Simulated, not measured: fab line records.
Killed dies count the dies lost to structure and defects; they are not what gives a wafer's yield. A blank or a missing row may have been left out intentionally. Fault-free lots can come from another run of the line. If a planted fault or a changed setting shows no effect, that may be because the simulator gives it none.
Lot-split experiment :: flow gf180mcu :: 23 wafers read across 5 lots, on a route 602 steps long

== SPLIT DETAILS ==
At GF_POLY_GATE_OXIDATION_16 (stabilise 600 s, purge 300 s, target thk 4 nm), the setting ox_time_s was moved away from the recipe's 899 s on 15 of the 23 wafers read, by -9.3% to +13.8%. For the rest of the wafers, this setting stayed at what the recipe calls for.

No step appears in the file between the split and the reading.

== THE READING ==
POLY_GATE_OXIDATION_THK in nanometres, read at GF_POLY_GATE_THK_MEAS_17. Fault-free wafers of this fab line usually give 4.00 nm, standard deviation 0.073 nm.

wafer: L076.3
tool, chamber at the split: furnace-01, 0
ox_time_s as run, s: 899
against the recipe: recipe
POLY_GATE_OXIDATION_THK, nm: 4.09
against lot-mates on the recipe: -

wafer: L076.4
tool, chamber at the split: furnace-01, 0
ox_time_s as run, s: 899
against the recipe: recipe
POLY_GATE_OXIDATION_THK, nm: 4.02
against lot-mates on the recipe: -

wafer: L076.6
tool, chamber at the split: furnace-01, 0
ox_time_s as run, s: 899
against the recipe: recipe
POLY_GATE_OXIDATION_THK, nm: 3.98
against lot-mates on the recipe: -

wafer: L078.1
tool, chamber at the split: -, -
ox_time_s as run, s: 951.4
against the recipe: +5.8%
POLY_GATE_OXIDATION_THK, nm: 4.03
against lot-mates on the recipe: no lot-mate on the recipe

wafer: L078.2
tool, chamber at the split: -, -
ox_time_s as run, s: 951.4
against the recipe: +5.8%
POLY_GATE_OXIDATION_THK, nm: 4.01
against lot-mates on the recipe: no lot-mate on the recipe

wafer: L078.4
tool, chamber at the split: -, -
ox_time_s as run, s: 951.4
against the recipe: +5.8%
POLY_GATE_OXIDATION_THK, nm: 4.01
against lot-mates on the recipe: no lot-mate on the recipe

wafer: L078.5
tool, chamber at the split: -, -
ox_time_s as run, s: 951.4
against the recipe: +5.8%
POLY_GATE_OXIDATION_THK, nm: 4.07
against lot-mates on the recipe: no lot-mate on the recipe

wafer: L078.6
tool, chamber at the split: -, -
ox_time_s as run, s: 951.4
against the recipe: +5.8%
POLY_GATE_OXIDATION_THK, nm: 4.03
against lot-mates on the recipe: no lot-mate on the recipe

wafer: L079.1
tool, chamber at the split: -, -
ox_time_s as run, s: 815.1
against the recipe: -9.3%
POLY_GATE_OXIDATION_THK, nm: 3.66
against lot-mates on the recipe: no lot-mate on the recipe

wafer: L079.2
tool, chamber at the split: -, -
ox_time_s as run, s: 815.1
against the recipe: -9.3%
POLY_GATE_OXIDATION_THK, nm: 3.70
against lot-mates on the recipe: no lot-mate on the recipe

wafer: L079.3
tool, chamber at the split: -, -
ox_time_s as run, s: 815.1
against the recipe: -9.3%
POLY_GATE_OXIDATION_THK, nm: 3.65
against lot-mates on the recipe: no lot-mate on the recipe

wafer: L079.4
tool, chamber at the split: -, -
ox_time_s as run, s: 815.1
against the recipe: -9.3%
POLY_GATE_OXIDATION_THK, nm: 3.60
against lot-mates on the recipe: no lot-mate on the recipe

wafer: L079.6
tool, chamber at the split: -, -
ox_time_s as run, s: 815.1
against the recipe: -9.3%
POLY_GATE_OXIDATION_THK, nm: 3.69
against lot-mates on the recipe: no lot-mate on the recipe

wafer: L080.1
tool, chamber at the split: -, -
ox_time_s as run, s: 899
against the recipe: recipe
POLY_GATE_OXIDATION_THK, nm: 4.01
against lot-mates on the recipe: -

wafer: L080.2
tool, chamber at the split: -, -
ox_time_s as run, s: 899
against the recipe: recipe
POLY_GATE_OXIDATION_THK, nm: 4.03
against lot-mates on the recipe: -

wafer: L080.4
tool, chamber at the split: -, -
ox_time_s as run, s: 899
against the recipe: recipe
POLY_GATE_OXIDATION_THK, nm: 3.91
against lot-mates on the recipe: -

wafer: L080.5
tool, chamber at the split: -, -
ox_time_s as run, s: 899
against the recipe: recipe
POLY_GATE_OXIDATION_THK, nm: 4.00
against lot-mates on the recipe: -

wafer: L080.6
tool, chamber at the split: -, -
ox_time_s as run, s: 899
against the recipe: recipe
POLY_GATE_OXIDATION_THK, nm: 4.02
against lot-mates on the recipe: -

wafer: L083.1
tool, chamber at the split: -, -
ox_time_s as run, s: 1023
against the recipe: +13.8%
POLY_GATE_OXIDATION_THK, nm: 4.42
against lot-mates on the recipe: no lot-mate on the recipe

wafer: L083.2
tool, chamber at the split: -, -
ox_time_s as run, s: 1023
against the recipe: +13.8%
POLY_GATE_OXIDATION_THK, nm: 4.42
against lot-mates on the recipe: no lot-mate on the recipe

wafer: L083.3
tool, chamber at the split: -, -
ox_time_s as run, s: 1023
against the recipe: +13.8%
POLY_GATE_OXIDATION_THK, nm: 4.45
against lot-mates on the recipe: no lot-mate on the recipe

wafer: L083.5
tool, chamber at the split: -, -
ox_time_s as run, s: 1023
against the recipe: +13.8%
POLY_GATE_OXIDATION_THK, nm: 4.45
against lot-mates on the recipe: no lot-mate on the recipe

wafer: L083.6
tool, chamber at the split: -, -
ox_time_s as run, s: 1023
against the recipe: +13.8%
POLY_GATE_OXIDATION_THK, nm: 4.39
against lot-mates on the recipe: no lot-mate on the recipe

FIT RESULTS
A straight line over all 23 wafers: POLY_GATE_OXIDATION_THK changes by +0.031 nm for each +1% of ox_time_s; r = +0.96; the points scatter about the line by 0.074 nm.
Too few moved wafers with a lot-mate on the recipe to fit a line net of each lot's own level.

== THE WHOLE CHAIN: every reading that the file lists as answering this split, in the file's order ==
step: GF_POLY_GATE_OXIDATION_16
what it does: stabilise 600 s, purge 300 s, target thk 4 nm
reading: SiO2_of_POLY_GATE_OXIDATION_16.thk_nm (the simulator's own value, which no gauge read)
change (the file's fit): +0.0305 nm for each +1% of the setting
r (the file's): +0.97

step: GF_POLY_GATE_THK_MEAS_17
what it does: 
reading: POLY_GATE_OXIDATION_THK
change (the file's fit): +0.031 for each +1% of the setting
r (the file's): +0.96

== FILE'S OWN FIT ==
POLY_GATE_OXIDATION_THK changes by +0.031 nm for each +1% of ox_time_s, r = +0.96.
